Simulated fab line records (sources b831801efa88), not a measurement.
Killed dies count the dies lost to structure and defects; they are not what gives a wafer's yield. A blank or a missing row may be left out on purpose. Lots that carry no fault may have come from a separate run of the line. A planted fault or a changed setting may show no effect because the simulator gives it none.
Chamber matching + flow sky130 + SKY_POLY_GATE_ETCH_15 on rie diel-01 has 4 sister chambers
The step etches BARC in N2/H2, stops on SiO2, time 118.5 s, target depth 110 nm. 30 wafers are shown with their chamber, then 12 later ones without.

## WAFERS, EACH WITH ITS CHAMBER
| wafer  | chamber | drypump motor current A (A) | oes product au (a.u.) | n2 flow sccm (sccm) |
|--------|---------|-----------------------------|-----------------------|---------------------|
| L074.1 | 1       | 4.6                         | 0.728                 | 100.16              |
| L074.3 | 3       | 5.4                         | 0.721                 | 99.68               |
| L074.6 | 1       | 4.7                         | 0.714                 | 99.69               |
| L075.2 | 1       | 4.7                         | 0.720                 | 100.20              |
| L075.3 | 3       | 5.4                         | 0.722                 | 100.11              |
| L075.4 | 0       | 5.6                         | 0.716                 | 99.87               |
| L076.1 | 2       | 5.9                         | 0.723                 | 99.98               |
| L076.3 | 1       | 4.7                         | 0.712                 | 100.09              |
| L076.5 | 3       | 5.4                         | 0.721                 | 100.12              |
| L077.1 | 3       | 5.4                         | 0.716                 | 99.95               |
| L077.2 | 1       | 4.6                         | 0.718                 | 99.72               |
| L077.3 | 2       | 5.9                         | 0.714                 | 100.36              |
| L081.4 | 0       | 5.6                         | 0.713                 | 99.90               |
| L081.5 | 2       | 5.8                         | 0.711                 | 99.91               |
| L081.6 | 1       | 4.6                         | 0.726                 | 99.91               |
| L082.2 | 1       | 4.6                         | 0.718                 | 99.85               |
| L082.4 | 3       | 5.4                         | 0.705                 | 100.26              |
| L082.6 | 1       | 4.7                         | 0.718                 | 99.98               |
| L084.1 | 3       | 5.4                         | 0.717                 | 99.97               |
| L084.5 | 1       | 4.7                         | 0.708                 | 99.81               |
| L084.6 | 2       | 5.9                         | 0.723                 | 100.37              |
| L085.1 | 0       | 5.6                         | 0.712                 | 100.15              |
| L085.5 | 0       | 5.6                         | 0.721                 | 100.00              |
| L085.6 | 3       | 5.4                         | 0.710                 | 100.26              |
| L087.1 | 3       | 5.3                         | 0.718                 | 99.81               |
| L087.2 | 1       | 4.7                         | 0.715                 | 99.91               |
| L087.6 | 3       | 5.4                         | 0.709                 | 99.31               |
| L090.1 | 2       | 5.8                         | 0.728                 | 99.72               |
| L090.2 | 1       | 4.6                         | 0.717                 | 99.79               |
| L090.6 | 1       | 4.6                         | 0.717                 | 99.87               |

SIGNATURES (averages over the wafers above)
| reading                 | chamber 0 | chamber 1 | chamber 2 | chamber 3 | scatter within a chamber |
|-------------------------|-----------|-----------|-----------|-----------|--------------------------|
| drypump motor current A | 5.600     | 4.650     | 5.860     | 5.389     | 0.0442                   |
| oes product au          | 0.71550   | 0.71758   | 0.71980   | 0.71544   | 0.00579                  |
| n2 flow sccm            | 99.9800   | 99.9150   | 100.0680  | 99.9411   | 0.234                    |
Rule: for a wafer and a chamber, the distance is found by dividing, reading by reading, the gap between the wafer's reading and the chamber's mean by the reading's scatter, squaring, summing and taking the root. If the next closest chamber is less than 2 further off than the closest, the wafer can't be placed; otherwise it belongs to the closest. How the scatter is found: for the shown wafers, subtract from each reading the mean of its chamber, square and add these, divide the total by (wafers less chambers), then take the root.

## WAFERS WITHOUT THEIR CHAMBER
| wafer  | drypump motor current A (A) | oes product au (a.u.) | n2 flow sccm (sccm) |
|--------|-----------------------------|-----------------------|---------------------|
| L089.2 | 4.7                         | 0.718                 | 99.93               |
| L089.3 | 5.4                         | 0.708                 | 100.04              |
| L089.5 | 5.8                         | 0.714                 | 100.47              |
| L092.3 | 5.6                         | 0.727                 | 99.65               |
| L092.4 | 5.4                         | 0.714                 | 99.68               |
| L092.6 | 5.4                         | 0.718                 | 100.03              |
| L094.1 | 5.6                         | 0.719                 | 100.16              |
| L094.2 | 5.8                         | 0.713                 | 99.56               |
| L094.6 | 5.9                         | 0.710                 | 100.32              |
| L095.1 | 4.7                         | 0.714                 | 100.19              |
| L095.4 | 5.6                         | 0.720                 | 99.97               |
| L095.5 | 5.4                         | 0.720                 | 99.81               |

## THE CHAMBER EACH PASSED THROUGH
| wafer  | from the rows above | in truth |
|--------|---------------------|----------|
| L089.2 | 1                   | 1        |
| L089.3 | 3                   | 3        |
| L089.5 | 2                   | 2        |
| L092.3 | 0                   | 0        |
| L092.4 | 3                   | 3        |
| L092.6 | 3                   | 3        |
| L094.1 | 0                   | 0        |
| L094.2 | 2                   | 2        |
| L094.6 | 2                   | 2        |
| L095.1 | 1                   | 1        |
| L095.4 | 0                   | 0        |
| L095.5 | 3                   | 3        |
12 of 12 placed correctly. Left unplaced by these rows: 0. 0 placed wrongly.
